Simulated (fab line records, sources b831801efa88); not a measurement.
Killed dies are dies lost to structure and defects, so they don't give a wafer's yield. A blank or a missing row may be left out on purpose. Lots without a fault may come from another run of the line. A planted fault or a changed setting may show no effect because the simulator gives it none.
Tool commonality check | flow sky130 | 11 lots, 33 wafers sampled

WHY IT WAS OPENED
At SKY_POLY_GATE_THK_MEAS_01 the reading POLY_GATE_CVD_00_THK is flagged on 2 of 11 lots. Wafers without a fault read 179.9 nm, standard deviation 1.9.
Rule: a lot is flagged when every wafer of it that has a number lies more than 4 standard deviations from that mean, or none has a number. The other lots count as sound.

lot  | measured     | on            | POLY_GATE_CVD_00_THK (nm), wafer by wafer | flag
L447 | day 13 12:56 | film_metro-01 | 181.3 182.7 183.3                         |
L448 | day 14 08:33 | film_metro-04 | 179.5 179.6 179.5                         |
L449 | day 14 22:59 | film_metro-02 | 177.3 177.0 176.1                         |
L450 | day 15 05:59 | film_metro-02 | 177.0 178.2 176.5                         |
L451 | day 15 13:26 | film_metro-04 | 178.8 178.9 181.1                         |
L452 | day 15 20:34 | film_metro-02 | 180.2 179.5 179.2                         |
L453 | day 16 04:44 | film_metro-02 | 179.3 178.0 179.7                         |
L460 | day 18 19:58 | film_metro-02 | 108.2 107.5 107.9                         | FLAGGED
L461 | day 19 01:49 | film_metro-01 | 108.6 108.3 107.3                         | FLAGGED
L469 | day 21 18:34 | film_metro-02 | 184.0 183.4 183.6                         |
L470 | day 21 23:56 | film_metro-01 | 181.2 180.9 180.3                         |
The numbers of the flagged lots are 108.0 nm on average: -71.9 nm against the usual, or -38 standard deviations.

WHICH TOOL RAN EACH LOT
The record holds 2 process steps before the reading, out of a route of 708 steps. In each cell: the tool, then ch and the chambers that the sampled wafers went through, then the start.
lot  | flag    | SKY_VT_ADJUST_NCORE_STRIP_10         | SKY_POLY_GATE_CVD_00
L447 |         | plasma_asher-04 ch 0,1, day 8 09:34  | lpcvd-01 ch 0, day 13 11:44
L448 |         | plasma_asher-01 ch 1, day 9 00:01    | lpcvd-01 ch 1, day 14 07:20
L449 |         | plasma_asher-01 ch 0, day 9 07:34    | lpcvd-01 ch 0, day 14 21:47
L450 |         | plasma_asher-04 ch 0,1, day 9 14:56  | lpcvd-01 ch 1, day 15 04:47
L451 |         | plasma_asher-01 ch 0,1, day 9 23:22  | lpcvd-01 ch 0, day 15 12:13
L452 |         | plasma_asher-04 ch 0,1, day 10 03:47 | lpcvd-01 ch 0, day 15 19:22
L453 |         | plasma_asher-04 ch 0,1, day 10 11:41 | lpcvd-01 ch 0, day 16 03:32
L460 | FLAGGED | plasma_asher-01 ch 0,1, day 12 15:50 | lpcvd-01 ch 0, day 18 18:46
L461 | FLAGGED | plasma_asher-03 ch 0,1, day 12 19:11 | lpcvd-01 ch 1, day 19 00:37
L469 |         | plasma_asher-04 ch 0,1, day 15 03:14 | lpcvd-01 ch 0, day 21 17:21
L470 |         | plasma_asher-04 ch 0,1, day 15 07:52 | lpcvd-01 ch 0, day 21 22:44
What these steps do:
- SKY_VT_ADJUST_NCORE_STRIP_10: strips in O2/N2.
- SKY_POLY_GATE_CVD_00: deposits poly-Si, target thk 180 nm, time 720 s.
- SKY_POLY_GATE_THK_MEAS_01

FLAGGED OVER TOTAL, TOOL BY TOOL (the gauges that took the reading come last)
step                         | tool            | lots run | flagged | share of the flagged lots | sound lots run after its first flagged lot
SKY_VT_ADJUST_NCORE_STRIP_10 | plasma_asher-01 | 4        | 1       | some                      | 0
SKY_VT_ADJUST_NCORE_STRIP_10 | plasma_asher-03 | 1        | 1       | some                      | 0
SKY_VT_ADJUST_NCORE_STRIP_10 | plasma_asher-04 | 6        | 0       | none                      | -
SKY_POLY_GATE_CVD_00         | lpcvd-01        | 11       | 2       | all                       | 2 (L469,L470)
SKY_POLY_GATE_THK_MEAS_01    | film_metro-01   | 3        | 1       | some                      | 1 (L470)
SKY_POLY_GATE_THK_MEAS_01    | film_metro-02   | 6        | 1       | some                      | 1 (L469)
SKY_POLY_GATE_THK_MEAS_01    | film_metro-04   | 2        | 0       | none                      | -

WHAT THE TABLE ALLOWS
1 row of the table ran every flagged lot: lpcvd-01 at SKY_POLY_GATE_CVD_00.
- lpcvd-01 at SKY_POLY_GATE_CVD_00: 2 of its 11 lots flagged. Sound lots ran on it after the first flagged one (L469, L470), which a lasting fault on the whole tool wouldn't allow.
No row of the table ran every flagged lot and no sound lot after the first.

WHAT THE SIMULATOR HAD PUT IN
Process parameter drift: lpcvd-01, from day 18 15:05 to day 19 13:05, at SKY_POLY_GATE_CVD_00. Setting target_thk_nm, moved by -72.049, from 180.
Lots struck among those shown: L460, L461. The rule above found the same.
